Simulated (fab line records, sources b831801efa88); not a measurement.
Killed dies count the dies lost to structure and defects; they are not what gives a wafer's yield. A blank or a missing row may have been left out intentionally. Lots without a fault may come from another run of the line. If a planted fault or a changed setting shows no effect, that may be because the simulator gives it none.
fab line records	flow sky130	part 1 of 2: steps 1 to 28 of 41
[record] lots = 5	wafers = 15	last-day = 52
route steps=708 shown GATE_OXIDE@188 POLY_GATE@204 RES_PROTECT@206
lots that met no fault: from a run of the same line without faults
start-h: hours from the record's opening day to when the first of the lot's shown wafers began	wait-h: time in hours since the lot's previous step	" same as the row above	L1.1+2: one row covering several wafers at once	- no value, or no start given	* or withheld: withheld	< > ~ a bound
route shown NAME@n: a module of which the file shows steps, and the number in the route of the first	usual: mean/standard deviation of fault-free wafers	same: alike in all rows	chamber/n: place in a boat	sites: each site's reading	_std_site: standard deviation of those values	_edge_site: the outer-site mean with the inner-site mean subtracted	radius-mm: for every site, how far away it sits from the centre of the wafer	mask NAME#n: copy n	behind: the most recent tool/chamber to have shaped the wafer	hold: reason for holding the lot/hours on hold/outcome of the hold	device: which transistor (n, p or np) failed to switch	end of line: at the end of the route, the tests of the same wafers	a step given without rows: its recipe and nothing more	killed: not the wafer's yield, but the dies lost to structure and defects at the first sort	map: dies across one wafer; x = killed, . = not, _ = none there
set.NAME: the setting as run; set.NAME@STEP: as run at that earlier step	model.NAME: the simulator's own value behind a step, which no gauge read
lots seen at some steps along the route; tables by step, rows by wafer
services: from which hour (start-h, from the record's first day; less than 0 if before it) a tool's chamber was out of use, for how many hours, and why
[[steps]]
[step SKY_GATE_OXIDE_OXIDATION_01]
[recipe] temp-c = 900	ambient = O2	stabilise-s = 600	purge-s = 300	target-thk-a = 102.68	ox-time-s = 1473
[usual] spike-tc-bottom-C = 915.7/2	tube-center-temp-C = 900.01/0.08	zone-power-bottom-pct = 29.7/1	zone-power-upper-pct = 17.2/0.8
lot.wafer	tool	chamber	start-h	wait-h	spike-tc-bottom-C	tube-center-temp-C	zone-power-bottom-pct	zone-power-upper-pct
L074.4	furnace-01	0	232.63	8.2	913.7	899.99	30.1	17.5
L074.5	"	0	"	"	914.6	900.13	30.3	17.5
L074.6	"	0	"	"	914.5	900.08	30.6	17.8
L077.2	furnace-01	0	252.35	4.7	914.4	899.88	30.2	17.8
L077.5	"	0	"	"	915.7	900.03	30.5	17.6
L077.6	"	0	"	"	913.7	899.94	30.0	17.4
L081.1	furnace-02	0	278.13	1.7	919.2	900	27.4	15.5
L081.3	"	0	"	"	919.0	899.96	27.9	15.8
L081.5	"	0	"	"	919.9	899.89	27.7	15.9
L083.1	furnace-02	0	290.34	3.1	917.9	899.99	27.8	15.7
L083.3	"	0	"	"	919.1	899.88	27.5	15.6
L083.6	"	0	"	"	918.0	900.04	28.0	15.8
L094.1	furnace-01	0	552.54	0.0	915.3	900.13	30.5	17.5
L094.5	"	0	"	"	913.2	900.04	30.1	17.5
L094.6	"	0	"	"	915.6	900.02	30.4	17.5
[step SKY_GATE_OXIDE_THK_MEAS_02]
[recipe] reads = SiO2_of_GATE_OXIDE_OXIDATION_01
[usual] GATE_OXIDE_OXIDATION_00_THK = 10.29/0.15
lot.wafer	tool	chamber	start-h	wait-h	GATE_OXIDE_OXIDATION_00_THK[nm]
L074.4	film-metro-03	-	234.07	0.0	10.28
L074.5	"	-	"	"	10.33
L074.6	"	-	"	"	10.18
L077.2	film-metro-01	-	253.77	0.0	10.44
L077.5	"	-	"	"	10.42
L077.6	"	-	"	"	10.28
L081.1	film-metro-01	-	279.54	0.0	10.50
L081.3	"	-	"	"	10.42
L081.5	"	-	"	"	10.42
L083.1	film-metro-02	-	291.75	0.0	10.24
L083.3	"	-	"	"	10.29
L083.6	"	-	"	"	10.24
L094.1	film-metro-02	-	553.95	0.0	10.24
L094.5	"	-	"	"	10.56
L094.6	"	-	"	"	10.31
[step SKY_GATE_OXIDE_DEHYDRATE_03]
[recipe] temp-c = 200	time-s = 60
lot.wafer	tool	chamber	start-h	wait-h
L074.4+5+6	litho-track-03	0	243.21	9.1
L077.2+5+6	litho-track-03	0	263.66	9.9
L081.1+3+5	litho-track-01	0	291.31	11.8
L083.1+3+6	litho-track-03	0	303.44	11.7
L094.1+5+6	litho-track-02	0	567.78	13.8
[step SKY_GATE_OXIDE_HMDS_04]
[recipe] prime-time-s = 60	prime-temp-c = 120
lot.wafer	tool	chamber	start-h	wait-h
L074.4+5+6	litho-track-03	0	243.36	0.1
L077.2+5+6	litho-track-03	0	263.81	0.1
L081.1+3+5	litho-track-01	0	291.46	0.1
L083.1+3+6	litho-track-03	0	303.59	0.1
L094.1+5+6	litho-track-02	0	567.93	0.1
[step SKY_GATE_OXIDE_COAT_05]
[recipe] resist = NOVOLAK	spin-rpm = 3000	resist-thk-nm = 1140
lot.wafer	tool	chamber	start-h	wait-h
L074.4+5+6	litho-track-03	0	243.51	0.1
L077.2+5+6	litho-track-03	0	263.96	0.1
L081.1+3+5	litho-track-01	0	291.61	0.1
L083.1+3+6	litho-track-03	0	303.74	0.1
L094.1+5+6	litho-track-02	0	568.08	0.1
[step SKY_GATE_OXIDE_SOFTBAKE_06]
[recipe] temp-c = 90	time-s = 60	resist = NOVOLAK
lot.wafer	tool	chamber	start-h	wait-h
L074.4+5+6	litho-track-03	0	243.66	0.1
L077.2+5+6	litho-track-03	0	264.11	0.1
L081.1+3+5	litho-track-01	0	291.76	0.1
L083.1+3+6	litho-track-03	0	303.89	0.1
L094.1+5+6	litho-track-02	0	568.23	0.1
[step SKY_GATE_OXIDE_EXPOSE_07]
[recipe] mask-id = LVOM	na = 0.6	source-shape = conventional	sigma-outer = 0.6	polarization = unpolarized	target-cd-nm = 600	dose-mj = 170
[usual] exposure-dose-mJ-cm2 = 170.00/0.16	reticle-temp-C = 23.00/0.097	stage-vel-mm-s = 500.06/0.26
lot.wafer	tool	chamber	start-h	wait-h	mask	exposure-dose-mJ-cm2	reticle-temp-C	stage-vel-mm-s
L074.4	iline-stepper-01	0	-	-	LVOM#0	170.01	22.90	500.01
L074.5	"	0	"	"	LVOM#0	169.79	23.08	500.11
L074.6	"	0	"	"	LVOM#0	169.98	23.00	500.46
L077.2	iline-stepper-02	0	-	-	LVOM#0	170.00	22.85	500.14
L077.5	"	0	"	"	LVOM#0	169.92	22.95	499.81
L077.6	"	0	"	"	LVOM#0	169.98	22.79	500.05
L081.1	iline-stepper-01	0	-	-	LVOM#0	169.79	22.93	500.29
L081.3	"	0	"	"	LVOM#0	169.74	22.96	499.79
L081.5	"	0	"	"	LVOM#0	169.96	23.05	499.75
L083.1	iline-stepper-02	0	-	-	LVOM#0	169.78	23.01	499.95
L083.3	"	0	"	"	LVOM#0	169.87	23.05	499.93
L083.6	"	0	"	"	LVOM#0	169.89	22.80	500.14
L094.1	iline-stepper-02	0	-	-	LVOM#0	170.15	23.21	500.01
L094.5	"	0	"	"	LVOM#0	170.22	22.93	500.11
L094.6	"	0	"	"	LVOM#0	170.00	22.98	500.11
[step SKY_GATE_OXIDE_PEB_08]
[recipe] temp-c = withheld	time-s = *	resist = NOVOLAK
lot.wafer	tool	chamber	start-h	wait-h
L074.4+5+6	litho-track-03	0	-	-
L077.2+5+6	litho-track-01	0	-	-
L081.1+3+5	litho-track-03	0	-	-
L083.1+3+6	litho-track-02	0	-	-
L094.1+5+6	litho-track-01	0	-	-
[step SKY_GATE_OXIDE_DEVELOP_09]
[recipe] resist = NOVOLAK	developer = TMAH	develop-time-s = 60	dev-temp-c = 23
lot.wafer	tool	chamber	start-h	wait-h
L074.4+5+6	litho-track-03	0	253.41	0.1
L077.2+5+6	litho-track-01	0	276.14	0.1
L081.1+3+5	litho-track-03	0	304.19	0.1
L083.1+3+6	litho-track-02	0	316.79	0.1
L094.1+5+6	litho-track-01	0	581.36	0.1
[step SKY_GATE_OXIDE_OVL_MEAS_10]
[usual] GATE_OXIDE_OVL = -0.8/1.4
lot.wafer	tool	chamber	start-h	wait-h	GATE_OXIDE_OVL[nm]
L074.4	overlay-02	-	253.51	0.1	-1.3
L074.5	"	-	"	"	-1.5
L074.6	"	-	"	"	-0.8
L077.2	overlay-02	-	276.27	0.1	-1.0
L077.5	"	-	"	"	-0.2
L077.6	"	-	"	"	-0.5
L081.1	overlay-01	-	304.34	0.1	1.2
L081.3	"	-	"	"	2.6
L081.5	"	-	"	"	0.8
L083.1	overlay-01	-	316.94	0.1	1.3
L083.3	"	-	"	"	0.5
L083.6	"	-	"	"	0.4
L094.1	overlay-01	-	581.51	0.1	-1.1
L094.5	"	-	"	"	0.0
L094.6	"	-	"	"	0.2
[step SKY_GATE_OXIDE_IMPLANT_11]
[recipe] species = B	energy-kev = 10	dose-cm2 = 2.6e+12	tilt-deg = withheld
[same] implant-ion-amu = 11
lot.wafer	tool	chamber	start-h	wait-h
L074.4+5+6	implanter-04	0	253.60	0.1
L077.2+5+6	implanter-03	0	276.32	0.0
L081.1+3+5	implanter-01	0	304.37	0.0
L083.1+3+6	implanter-03	0	316.97	0.0
L094.1+5+6	implanter-03	0	581.55	0.0
[step SKY_GATE_OXIDE_WET_ETCH_12]
[recipe] chemistry = dHF	target-depth-nm = 16.8	dry = n2-spin	target = SiO2	dilution = 100:1	temp-c = 25	time-s = 336
lot.wafer	tool	chamber	start-h	wait-h
L074.4+5+6	wet-bench-01	3	253.67	0.1
L077.2+5+6	wet-bench-03	1	276.45	0.1
L081.1+3+5	wet-bench-01	3	304.52	0.1
L083.1+3+6	wet-bench-03	2	317.12	0.1
L094.1+5+6	wet-bench-02	1	581.70	0.1
[step SKY_GATE_OXIDE_STRIP_13]
[recipe] chemistry = O2/N2	power-w = 1400	pressure-mtorr = 1500	platen-temp-c = withheld	o2-flow-sccm = 3000	n2-flow-sccm = 300	overash-fraction = 0.5
[usual] chamber-pressure-mTorr = 1500.0/1.3	drypump-motor-current-A = 5.93/0.24	o2-flow-sccm = 3000/9	oes-product-au = 0.716/0.0046	strip-time-to-endpoint-s = 14.18/0.041
lot.wafer	tool	chamber	start-h	wait-h	chamber-pressure-mTorr	drypump-motor-current-A	o2-flow-sccm	oes-product-au	rf-hours-counter-h	strip-time-to-endpoint-s
L074.4	plasma-asher-03	0	253.81	0.0	1499.7	5.83	3003	0.717	-	14.13
L074.5	"	0	"	"	1499.5	5.83	3007	0.720	-	14.15
L074.6	"	1	"	"	1497.5	6.17	2995	0.709	-	14.15
L077.2	plasma-asher-01	0	276.55	0.0	1497.6	5.22	2998	0.718	15	14.22
L077.5	"	0	"	"	1497.5	5.22	2988	0.718	-	14.22
L077.6	"	1	"	"	1500.2	6.02	2993	0.708	-	14.19
L081.1	plasma-asher-01	1	304.63	0.0	1500.4	6.04	3018	0.715	18	14.25
L081.3	"	0	"	"	1498.7	5.24	2993	0.714	-	14.20
L081.5	"	0	"	"	1502.8	5.23	2996	0.720	-	14.22
L083.1	plasma-asher-03	0	317.22	0.0	1501.1	5.83	2998	0.716	47	14.05
L083.3	"	1	"	"	1498.6	6.17	2988	0.715	-	14.11
L083.6	"	0	"	"	1502.3	5.83	2998	0.722	-	14.12
L094.1	plasma-asher-03	0	581.80	0.0	1499.2	5.85	2999	0.709	74	14.12
L094.5	"	1	"	"	1499.5	6.16	2995	0.714	-	14.12
L094.6	"	0	"	"	1502.2	5.84	3003	0.726	-	14.13
[step SKY_GATE_OXIDE_TW_MEAS_14]
[usual] GATE_OXIDE_TW = 223.1/2.2
lot.wafer	tool	chamber	start-h	wait-h	GATE_OXIDE_TW
L074.4	film-metro-01	-	253.91	0.1	221.2
L074.5	"	-	"	"	222.0
L074.6	"	-	"	"	222.1
L077.2	film-metro-01	-	276.67	0.1	219.6
L077.5	"	-	"	"	219.4
L077.6	"	-	"	"	219.6
L081.1	film-metro-03	-	304.73	0.1	226.4
L081.3	"	-	"	"	226.4
L081.5	"	-	"	"	226.9
L083.1	film-metro-01	-	317.32	0.1	222.6
L083.3	"	-	"	"	222.2
L083.6	"	-	"	"	222.7
L094.1	film-metro-03	-	581.90	0.1	227.7
L094.5	"	-	"	"	227.3
L094.6	"	-	"	"	228.1
[step SKY_GATE_OXIDE_CLEAN_15]
[recipe] chemistry = SC1/SC2	mix = 1:4:20	temp-c = 70	time-s = 150	dry = n2-spin
lot.wafer	tool	chamber	start-h	wait-h
L074.4+5+6	wet-bench-02	1	253.94	0.0
L077.2+5+6	wet-bench-02	1	276.72	0.0
L081.1+3+5	wet-bench-01	0	304.79	0.1
L083.1+3+6	wet-bench-01	3	317.38	0.1
L094.1+5+6	wet-bench-03	0	581.96	0.1
[step SKY_GATE_OXIDE_OXIDATION_16]
[recipe] temp-c = 800	ambient = O2	idle-temp-c = 700	ramp-up-c-per-min = 10	ramp-down-c-per-min = 3	stabilise-s = 600	purge-s = 300	target-thk-a = 35.7	ox-time-s = 1915
[usual] ramp-down-c-per-min = 3.0000/0.00055	spike-tc-bottom-C = 818.6/2.4	tube-center-temp-C = 800/0.075	zone-power-bottom-pct = 22.4/0.93	zone-power-upper-pct = 12.8/0.74
lot.wafer	tool	chamber	start-h	wait-h	ramp-down-c-per-min	spike-tc-bottom-C	tube-center-temp-C	zone-power-bottom-pct	zone-power-upper-pct
L074.4	furnace-01	0	256.50	2.5	2.9998	816.4	799.92	23.5	14.0
L074.5	"	0	"	"	3.0007	816.2	799.88	23.4	13.7
L074.6	"	0	"	"	2.9998	816.5	800.05	23.7	13.7
L077.2	furnace-01	0	278.33	1.6	3.0005	815.3	799.94	23.6	13.8
L077.5	"	0	"	"	2.9997	816.5	800.02	23.5	13.8
L077.6	"	0	"	"	3.0007	813.7	800.02	23.4	13.9
L081.1	furnace-02	0	304.93	0.1	3.0006	821.6	799.94	21.7	12.3
L081.3	"	0	"	"	2.9997	819.7	799.96	21.7	12.0
L081.5	"	0	"	"	2.9998	821.4	799.97	21.6	12.1
L083.1	furnace-02	0	317.65	0.2	2.9992	820.3	799.99	21.3	12.2
L083.3	"	0	"	"	2.9999	821.2	800.06	21.7	12.2
L083.6	"	0	"	"	3.0008	820.4	799.93	21.5	12.4
L094.1	furnace-02	0	583.25	1.2	2.9999	821.4	800	21.3	12.2
L094.5	"	0	"	"	3.0001	820.3	800.11	21.9	12.2
L094.6	"	0	"	"	3.0000	820.5	800.06	22.1	12.2
[step SKY_POLY_GATE_CVD_00]
[recipe] material = poly-Si	target-thk-nm = 180	temp-c = 620	time-s = 720	pressure-mtorr = 200
[usual] spike-tc-bottom-C = 640.1/1.1	zone-power-bottom-pct = 12.3/0.61	zone-power-upper-pct = 9.1/0.83
lot.wafer	tool	chamber	start-h	wait-h	spike-tc-bottom-C	zone-power-bottom-pct	zone-power-upper-pct
L074.4	lpcvd-01	0	258.03	0.0	639.1	11.8	9.8
L074.5	"	0	"	"	639.8	11.8	9.7
L074.6	"	0	"	"	639.8	11.6	9.9
L077.2	lpcvd-01	0	279.86	0.0	639.5	11.9	9.8
L077.5	"	0	"	"	640.0	11.8	9.7
L077.6	"	0	"	"	639.9	11.9	9.7
L081.1	lpcvd-01	1	306.46	0.0	641.3	13.0	8.0
L081.3	"	1	"	"	642.0	13.1	8.2
L081.5	"	1	"	"	639.8	13.0	8.1
L083.1	lpcvd-01	0	319.18	0.0	639.4	11.9	9.7
L083.3	"	0	"	"	640.4	11.8	9.8
L083.6	"	0	"	"	640.3	11.7	9.8
L094.1	lpcvd-01	1	584.78	0.0	640.2	12.9	8.1
L094.5	"	1	"	"	642.0	13.0	8.1
L094.6	"	1	"	"	641.3	13.1	8.0
[step SKY_POLY_GATE_THK_MEAS_01]
[recipe] reads = poly-Si_of_POLY_GATE_CVD_00
[usual] POLY_GATE_CVD_00_THK = 180.4/1.8
lot.wafer	tool	chamber	start-h	wait-h	POLY_GATE_CVD_00_THK[nm]
L074.4	film-metro-01	-	259.26	0.0	179.0
L074.5	"	-	"	"	178.2
L074.6	"	-	"	"	179.3
L077.2	film-metro-02	-	281.07	0.0	178.5
L077.5	"	-	"	"	178.8
L077.6	"	-	"	"	177.1
L081.1	film-metro-02	-	307.66	0.0	180.0
L081.3	"	-	"	"	181.3
L081.5	"	-	"	"	181.2
L083.1	film-metro-04	-	320.38	0.0	178.3
L083.3	"	-	"	"	180.2
L083.6	"	-	"	"	178.7
L094.1	film-metro-04	-	585.98	0.0	182.5
L094.5	"	-	"	"	183.6
L094.6	"	-	"	"	182.4
[step SKY_RES_PROTECT_DEHYDRATE_00]
[recipe] temp-c = 200	time-s = 60
lot.wafer	tool	chamber	start-h	wait-h
L074.4+5+6	litho-track-04	0	272.18	12.9
L077.2+5+6	litho-track-04	0	293.08	12.0
L081.1+3+5	litho-track-04	0	319.61	11.9
L083.1+3+6	litho-track-01	0	332.06	11.7
L094.1+5+6	litho-track-04	0	599.21	13.2
[step SKY_RES_PROTECT_HMDS_01]
[recipe] prime-time-s = 60	prime-temp-c = 120
lot.wafer	tool	chamber	start-h	wait-h
L074.4+5+6	litho-track-04	0	272.33	0.1
L077.2+5+6	litho-track-04	0	293.23	0.1
L081.1+3+5	litho-track-04	0	319.76	0.1
L083.1+3+6	litho-track-01	0	332.21	0.1
L094.1+5+6	litho-track-04	0	599.36	0.1
[step SKY_RES_PROTECT_COAT_02]
[recipe] resist = NOVOLAK	spin-rpm = 3000	resist-thk-nm = 1140
lot.wafer	tool	chamber	start-h	wait-h
L074.4+5+6	litho-track-04	0	272.48	0.1
L077.2+5+6	litho-track-04	0	293.38	0.1
L081.1+3+5	litho-track-04	0	319.91	0.1
L083.1+3+6	litho-track-01	0	332.36	0.1
L094.1+5+6	litho-track-04	0	599.51	0.1
[step SKY_RES_PROTECT_SOFTBAKE_03]
[recipe] temp-c = 90	time-s = 60	resist = NOVOLAK
lot.wafer	tool	chamber	start-h	wait-h
L074.4+5+6	litho-track-04	0	272.63	0.1
L077.2+5+6	litho-track-04	0	293.53	0.1
L081.1+3+5	litho-track-04	0	320.06	0.1
L083.1+3+6	litho-track-01	0	332.51	0.1
L094.1+5+6	litho-track-04	0	599.66	0.1
[step SKY_RES_PROTECT_EXPOSE_04]
[recipe] mask-id = RPM	na = 0.6	source-shape = conventional	sigma-outer = 0.6	polarization = unpolarized	target-cd-nm = 1270	dose-mj = 131
[usual] exposure-dose-mJ-cm2 = 130.99/0.16	reticle-temp-C = 23.00/0.1	stage-vel-mm-s = 499.98/0.23
lot.wafer	tool	chamber	start-h	wait-h	mask	exposure-dose-mJ-cm2	reticle-temp-C	stage-vel-mm-s
L074.4	iline-stepper-01	0	-	-	RPM#0	130.97	23.17	500.21
L074.5	"	0	"	"	RPM#0	130.75	22.99	500.07
L074.6	"	0	"	"	RPM#0	130.78	23.02	500.01
L077.2	iline-stepper-01	0	-	-	RPM#0	130.95	22.88	499.87
L077.5	"	0	"	"	RPM#0	130.96	22.88	499.84
L077.6	"	0	"	"	RPM#0	130.88	22.93	500.44
L081.1	iline-stepper-01	0	-	-	RPM#0	131.15	23.08	500.17
L081.3	"	0	"	"	RPM#0	131.10	22.98	499.83
L081.5	"	0	"	"	RPM#0	131.10	22.94	500.11
L083.1	iline-stepper-02	0	-	-	RPM#0	131.30	23.12	499.91
L083.3	"	0	"	"	RPM#0	131.07	22.98	500.18
L083.6	"	0	"	"	RPM#0	130.97	23.05	500.14
L094.1	iline-stepper-01	0	-	-	RPM#0	130.99	22.92	499.94
L094.5	"	0	"	"	RPM#0	131.01	23.04	499.91
L094.6	"	0	"	"	RPM#0	130.84	23.11	500.08
[step SKY_RES_PROTECT_PEB_05]
[recipe] temp-c = withheld	time-s = *	resist = NOVOLAK
lot.wafer	tool	chamber	start-h	wait-h
L074.4+5+6	litho-track-02	0	-	-
L077.2+5+6	litho-track-01	0	-	-
L081.1+3+5	litho-track-02	0	-	-
L083.1+3+6	litho-track-04	0	-	-
L094.1+5+6	litho-track-04	0	-	-
[step SKY_RES_PROTECT_DEVELOP_06]
[recipe] resist = NOVOLAK	developer = TMAH	develop-time-s = 60	dev-temp-c = 23
lot.wafer	tool	chamber	start-h	wait-h
L074.4+5+6	litho-track-02	0	283.76	0.1
L077.2+5+6	litho-track-01	0	304.84	0.1
L081.1+3+5	litho-track-02	0	332.24	0.1
L083.1+3+6	litho-track-04	0	345.51	0.1
L094.1+5+6	litho-track-04	0	613.51	0.1
[step SKY_POLY_GATE_IMPLANT_02]
[recipe] species = P	energy-kev = 30	dose-cm2 = 7.7e+15	tilt-deg = 0
[same] implant-ion-amu = 31
lot.wafer	tool	chamber	start-h	wait-h
L074.4+5+6	implanter-02	0	283.91	0.1
L077.2+5+6	implanter-02	0	304.99	0.1
L081.1+3+5	implanter-01	0	332.54	0.3
L083.1+3+6	implanter-01	0	345.66	0.1
L094.1+5+6	implanter-02	0	613.66	0.1
[step SKY_RES_PROTECT_STRIP_07]
[recipe] chemistry = O2/N2	power-w = 1400	pressure-mtorr = 1500	platen-temp-c = withheld	o2-flow-sccm = 3000	n2-flow-sccm = 300	overash-fraction = 0.5
[usual] chamber-pressure-mTorr = 1500.0/1.5	drypump-motor-current-A = 5.8/0.32	o2-flow-sccm = 3000/9.5	oes-product-au = 0.518/0.0049	strip-time-to-endpoint-s = 23.31/0.038
lot.wafer	tool	chamber	start-h	wait-h	chamber-pressure-mTorr	drypump-motor-current-A	o2-flow-sccm	oes-product-au	rf-hours-counter-h	strip-time-to-endpoint-s
L074.4	plasma-asher-04	0	284.02	0.1	1497.9	5.6	2992	0.522	-	23.31
L074.5	"	1	"	"	1500.2	5.9	3017	0.517	-	23.36
L074.6	"	0	"	"	1498.2	5.6	3007	0.515	-	23.30
L077.2	plasma-asher-01	0	305.11	0.1	1501.9	5.2	2990	0.515	18	23.32
L077.5	"	0	"	"	1500.9	5.2	2998	0.526	-	23.33
L077.6	"	1	"	"	1499.2	6.0	3006	0.527	-	23.34
L081.1	plasma-asher-01	0	332.69	0.1	1501.0	5.2	3003	0.520	20	23.27
L081.3	"	0	"	"	1498.7	5.2	2985	0.525	-	23.32
L081.5	"	1	"	"	1503.2	6.0	2997	0.517	-	23.25
L083.1	plasma-asher-01	0	345.81	0.1	1500.9	5.2	3021	0.516	22	23.27
L083.3	"	1	"	"	1501.2	6.0	2995	0.521	-	23.32
L083.6	"	0	"	"	1501.0	5.2	2991	0.515	-	23.36
L094.1	plasma-asher-02	1	613.81	0.1	1500.3	6.0	3004	0.515	19	23.30
L094.5	"	1	"	"	1502.4	5.9	3006	0.516	-	23.27
L094.6	"	0	"	"	1498.6	6.0	2994	0.529	-	23.29
[step SKY_RES_PROTECT_TW_MEAS_08]
[usual] POLY_GATE_TW = 4028/38
lot.wafer	tool	chamber	start-h	wait-h	POLY_GATE_TW
L074.4	film-metro-02	-	284.12	0.1	4044
L074.5	"	-	"	"	4062
L074.6	"	-	"	"	4058
L077.2	film-metro-02	-	305.22	0.1	4010
L077.5	"	-	"	"	4006
L077.6	"	-	"	"	4000
L081.1	film-metro-04	-	332.79	0.1	4016
L081.3	"	-	"	"	4003
L081.5	"	-	"	"	4004
L083.1	film-metro-02	-	345.91	0.1	3988
L083.3	"	-	"	"	3981
L083.6	"	-	"	"	3994
L094.1	film-metro-02	-	613.91	0.1	4021
L094.5	"	-	"	"	4017
L094.6	"	-	"	"	3996
